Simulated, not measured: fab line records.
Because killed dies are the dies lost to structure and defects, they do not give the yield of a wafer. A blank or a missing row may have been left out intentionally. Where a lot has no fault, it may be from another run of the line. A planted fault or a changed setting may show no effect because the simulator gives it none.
Which tool did it?    flow gf180mcu    14 lots with 42 wafers sampled at 3 steps, on a route of 602 steps

WHAT THE GAUGES SHOWED, per wafer
GF_M4_OVL_MEAS_15. Usual: M4_OVL 4 nm, standard deviation 6.9.
lot   measured      on          M4_OVL (nm)  flag
L530  day 23 20:20  overlay-02  13 0 5       
L531  day 24 02:53  overlay-02  -6 -3 -2     
L533  day 25 02:48  overlay-01  16 12 -2     
L537  day 26 16:41  overlay-01  12 -1 12     
L538  day 26 20:37  overlay-02  2 -7 -4      
L544  day 28 16:32  overlay-02  0 -7 -5      
L545  day 28 23:20  overlay-01  12 20 19     
L546  day 29 15:08  overlay-02  1 2 3        
L547  day 29 17:17  overlay-01  0 12 10      
L548  day 29 19:50  overlay-01  -3 -7 -12    
L549  day 29 23:45  overlay-01  7 -3 4       
L550  day 30 09:32  overlay-02  4 10 2       
L551  day 30 15:09  overlay-02  -4 12 -4     
L552  day 31 07:50  overlay-01  4 15 1       

GF_V4_OVL_MEAS_15. Usual: V4_OVL 0 nm, standard deviation 5.4.
lot   measured      on          V4_OVL (nm)  flag
L530  day 25 01:58  overlay-01  13 -2 10     
L531  day 25 03:17  overlay-01  0 2 -9       
L533  day 26 02:30  overlay-01  0 1 1        
L537  day 27 14:39  overlay-01  - - -        OFF
L538  day 27 18:30  overlay-01  - - -        OFF
L544  day 29 13:14  overlay-02  -8 2 2       
L545  day 29 20:31  overlay-01  -8 -13 -10   
L546  day 30 11:40  overlay-02  2 -2 -5      
L547  day 30 13:21  overlay-02  -7 -3 -4     
L548  day 30 16:06  overlay-02  -1 2 -2      
L549  day 30 20:28  overlay-01  -8 1 -2      
L550  day 31 04:49  overlay-01  8 0 0        
L551  day 31 11:21  overlay-02  -3 0 -11     
L552  day 32 02:40  overlay-02  6 5 3        

TOOL THAT RAN EACH LOT (tool first, then ch and the chambers of the sampled wafers, then the start)
lot   GF_V4_DEVELOP_13
L530  litho-track-03 ch 0, day 25 01:41
L531  litho-track-01 ch 0, day 25 03:02
L533  litho-track-02 ch 0, day 26 02:14
L537  litho-track-02, day 27 14:24
L538  litho-track-02, day 27 18:14
L544  litho-track-01 ch 0, day 29 12:59
L545  litho-track-01 ch 0, day 29 20:15
L546  litho-track-02 ch 0, day 30 11:26
L547  litho-track-02 ch 0, day 30 13:06
L548  litho-track-02 ch 0, day 30 15:51
L549  litho-track-03 ch 0, day 30 20:11
L550  litho-track-02 ch 0, day 31 04:35
L551  litho-track-02 ch 0, day 31 11:06
L552  litho-track-03 ch 0, day 32 02:23
- GF_V4_DEVELOP_13: develop time 60 s.

AS READ BY THE TOOLS THEMSELVES (means over the sampled wafers that have a number; for cases with no such wafer, the mark the record gives instead)
GF_V4_DEVELOP_13. Usual: chill-plate-temp-C 23.02 C, standard deviation 0.1.
lot   tool            chill-plate-temp-C (C)  flag
L530  litho-track-03  22.99                   
L531  litho-track-01  23.03                   
L533  litho-track-02  23.08                   
L537  litho-track-02  -                       OFF
L538  litho-track-02  -                       OFF
L544  litho-track-01  22.95                   
L545  litho-track-01  23.18                   
L546  litho-track-02  23.07                   
L547  litho-track-02  23.06                   
L548  litho-track-02  22.95                   
L549  litho-track-03  22.95                   
L550  litho-track-02  22.95                   
L551  litho-track-02  23.00                   
L552  litho-track-03  23.04                   

THE ANSWER, worked out from the rows above alone
Rule: take the mean of a lot's wafers that have a number; if it is more than 3 standard deviations from the usual mean, the lot is off. A lot without any number at a reading at which 4 lots or more have one is off too. Any other lot the step has rows for is counted as sound. The gauges are gone through in route order, then the tools' own readings, and for those a lot's mean is taken as printed above. At the first step where some lot is off, the reading lying furthest off is the one used; lots without a number count as furthest.
Off: at GF_V4_OVL_MEAS_15 (V4_OVL), L537, L538. Without a number there: L537, L538.
If a tool, at a process step before that reading, ran all the lots that are off and no sound lot after the first of them, it fits. The gauges at GF_V4_OVL_MEAS_15 aren't tried: what is off there is off at GF_V4_DEVELOP_13 too, on other tools, and a gauge's error can't cause that. Not one of the candidates tried fits.

WHAT WAS PUT IN BY THE SIMULATOR
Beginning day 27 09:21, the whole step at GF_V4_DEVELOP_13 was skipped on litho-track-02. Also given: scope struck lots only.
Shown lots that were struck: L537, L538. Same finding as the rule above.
